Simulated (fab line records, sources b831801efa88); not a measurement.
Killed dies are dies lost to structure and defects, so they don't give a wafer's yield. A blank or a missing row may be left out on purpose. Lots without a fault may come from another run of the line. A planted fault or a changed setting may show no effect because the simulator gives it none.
A struck lot beside a sound one | flow sky130 | 43 steps out of a route of 708
Sound: wafers L922.1, L922.3, L922.5. Struck: wafers L933.2, L933.3, L933.5. The cause comes at the end.
At each step with rows: each side's tool, then ch and its chambers, then its first start. Under that, the readings that differ: sound wafers | struck wafers | difference of the means | sigmas: that difference in standard deviations of wafers without a fault.
alike: readings whose means differ by less than 2 such deviations, and words and numbers that are the same on both sides. not compared: withheld readings, readings that some wafer has no value for, bounds like >300 that may hide the same value, and numbers for which the record gives no deviation and whose values overlap.
The two part at a step that has a row with sigmas, a row that says differs or no value, or rows on one side only. Numbers that don't overlap but have no deviation are shown without sigmas and don't part them. A reading that every wafer of one side lacks parts them only if that side has two wafers or more.

SKY_GATE_OXIDE_TW_MEAS_14:
  sound on film_metro-04, day 16 15:47; struck on film_metro-01, day 20 04:49
  alike: GATE_OXIDE_TW
then, 3 steps without rows for these wafers: SKY_GATE_OXIDE_CLEAN_15 (cleans in SC1/SC2, time 150 s); SKY_GATE_OXIDE_OXIDATION_16 (stabilise 600 s, purge 300 s, target thk 3.57 nm); SKY_POLY_GATE_CVD_00 (deposits poly-Si, target thk 180 nm, time 720 s).
SKY_POLY_GATE_THK_MEAS_01:
  sound on film_metro-03, day 16 20:02; struck on film_metro-03, day 20 08:40
  alike: POLY_GATE_CVD_00_THK
then, 7 steps without rows for these wafers: SKY_RES_PROTECT_DEHYDRATE_00 (time 60 s); SKY_RES_PROTECT_HMDS_01 (prime time 60 s); SKY_RES_PROTECT_COAT_02 (resist thk 1140 nm); SKY_RES_PROTECT_SOFTBAKE_03 (time 60 s); SKY_RES_PROTECT_EXPOSE_04 (exposes mask RPM, target cd 1270 nm); SKY_RES_PROTECT_PEB_05; SKY_RES_PROTECT_DEVELOP_06 (develop time 60 s).
SKY_POLY_GATE_IMPLANT_02:
  sound on implanter-02 ch 0, day 18 00:10; struck on implanter-04 ch 0, day 21 15:31
SKY_RES_PROTECT_STRIP_07: strips in O2/N2.
  sound on plasma_asher-04 ch 0,1, day 18 00:19; struck on plasma_asher-03 ch 0,1, day 21 15:39
  alike: drypump_motor_current_A, n2_flow_sccm, oes_product_au, strip_time_to_endpoint_s
  not compared: rf_hours_counter_h
SKY_RES_PROTECT_TW_MEAS_08:
  sound on film_metro-01, day 18 00:25; struck on film_metro-01, day 21 15:46
  alike: POLY_GATE_TW
then, 2 steps without rows for these wafers: SKY_RES_PROTECT_CLEAN_09 (cleans in SC1/SC2, time 150 s); SKY_POLY_GATE_CVD_03 (deposits Si3N4 from DCS/NH3, target thk 75 nm, time 1290 s).
SKY_POLY_GATE_THK_MEAS_04:
  sound on film_metro-04, day 18 02:58; struck on film_metro-04, day 21 17:14
  alike: POLY_GATE_CVD_03_THK
then, 8 steps without rows for these wafers: SKY_POLY_GATE_DEHYDRATE_05 (time 60 s); SKY_POLY_GATE_HMDS_06 (prime time 60 s); SKY_POLY_GATE_COAT_07 (resist thk 110 nm); SKY_POLY_GATE_COAT_08 (resist thk 450 nm); SKY_POLY_GATE_SOFTBAKE_09 (time 90 s); SKY_POLY_GATE_EXPOSE_10 (exposes mask P1M, target cd 150 nm); SKY_POLY_GATE_PEB_11; SKY_POLY_GATE_DEVELOP_12 (develop time 60 s).
SKY_POLY_GATE_CD_MEAS_13: target cd 150 nm.
  sound on cd_sem-01, day 19 09:21; struck on cd_sem-01, day 22 23:58
  reading    | sound             | struck            | difference | sigmas
  cd_nm (nm) | 149.8 149.4 148.9 | 153.1 151.8 153.0 | +3.3       | +3
SKY_POLY_GATE_OVL_MEAS_14:
  sound on overlay-01, day 19 09:28; struck on overlay-01, day 23 00:05
  alike: POLY_GATE_OVL
SKY_POLY_GATE_ETCH_15: etches BARC in N2/H2, stops on SiO2, time 118.5 s, target depth 110 nm.
  sound on rie_diel-02 ch 1,3, day 19 09:31; struck on rie_diel-02 ch 0,1,2, day 23 00:07
  reading             | sound             | struck          | difference | sigmas
  n2_flow_sccm (sccm) | 100.4 100.6 100.2 | 99.8 99.5 100.1 | -0.6       | -2
  alike: drypump_motor_current_A, h2_flow_sccm, oes_product_au, throttle_valve_pct
  not compared: rf_hours_counter_h
SKY_POLY_GATE_ETCH_16: etches Si3N4 in CH3F/O2, stops on poly-Si, time 147.5 s, target depth 75 nm.
  sound on rie_diel-02 ch 1,3, day 19 09:35; struck on rie_diel-02 ch 0,1,2, day 23 00:11
  alike: drypump_motor_current_A, oes_product_au, throttle_valve_pct
  not compared: rf_hours_counter_h
SKY_POLY_GATE_ETCH_17: etches poly-Si in HBr/Cl2, stops on SiO2, target depth 180 nm, time 70.5 s.
  sound on rie_si-01 ch 0,1,2, day 19 09:41; struck on rie_si-01 ch 0,2, day 23 00:17
  alike: drypump_motor_current_A, oes_product_au, throttle_valve_pct
  not compared: rf_hours_counter_h
SKY_POLY_GATE_STRIP_18: strips in O2/N2.
  sound on plasma_asher-04 ch 0,1, day 19 09:44; struck on plasma_asher-02 ch 0,1, day 23 00:20
  alike: drypump_motor_current_A, n2_flow_sccm, oes_product_au, strip_time_to_endpoint_s
  not compared: rf_hours_counter_h
then, 2 steps without rows for these wafers: SKY_POLY_GATE_CLEAN_19 (cleans in SC1/SC2, time 150 s); SKY_POLY_GATE_OXIDATION_20 (stabilise 600 s, purge 300 s, target thk 4 nm).
SKY_POLY_GATE_THK_MEAS_21:
  sound on film_metro-01, day 19 11:26; struck on film_metro-03, day 23 01:45
  alike: POLY_GATE_OXIDATION_THK
SKY_POLY_GATE_CD_MEAS_22:
  sound on cd_sem-01, day 19 11:29; struck on cd_sem-01, day 23 01:50
  reading    | sound             | struck            | difference | sigmas
  cd_nm (nm) | 149.9 151.7 147.9 | 153.3 151.6 155.6 | +3.7       | +2
then, 6 steps without rows for these wafers: SKY_LDD_N_DEHYDRATE_00 (time 60 s); SKY_LDD_N_HMDS_01 (prime time 60 s); SKY_LDD_N_COAT_02 (resist thk 300 nm); SKY_LDD_N_SOFTBAKE_03 (time 60 s); SKY_LDD_N_EXPOSE_04 (exposes mask NTM, target cd 840 nm); SKY_LDD_N_PEB_05.
-- the record jumps here: 27 days lie between the struck wafers' starts before and after (it left off in module LDD_N and takes up again in module PAD_OPEN, whose first step shown is number 708 of the route) --
SKY_PAD_OPEN_PROBE_99:
  sound on prober-01, day 47 22:17; struck on prober-02, day 50 00:19
  reading                                        | sound              | struck              | difference | sigmas
  model.etest.res_poly.rs_ohm_sq_rim_less_centre | 1.636 0.4259 1.105 | -1.399 -1.346 -2.32 | -2.744     |
  alike: killed_at_M0_to_M3, killed_at_M4_up, killed_at_contacts, killed_at_front_end, killed_at_other, killed_dies, killed_on_rim, killed_open, killed_short
  not compared: model.etest.res_poly.rs_ohm_sq_range

WHERE THEY PART
First at SKY_POLY_GATE_CD_MEAS_13; last, within this record, at SKY_POLY_GATE_CD_MEAS_22. Later steps at which nothing parts them and some readings are alike: SKY_PAD_OPEN_PROBE_99.

WHY: what the simulator had put in
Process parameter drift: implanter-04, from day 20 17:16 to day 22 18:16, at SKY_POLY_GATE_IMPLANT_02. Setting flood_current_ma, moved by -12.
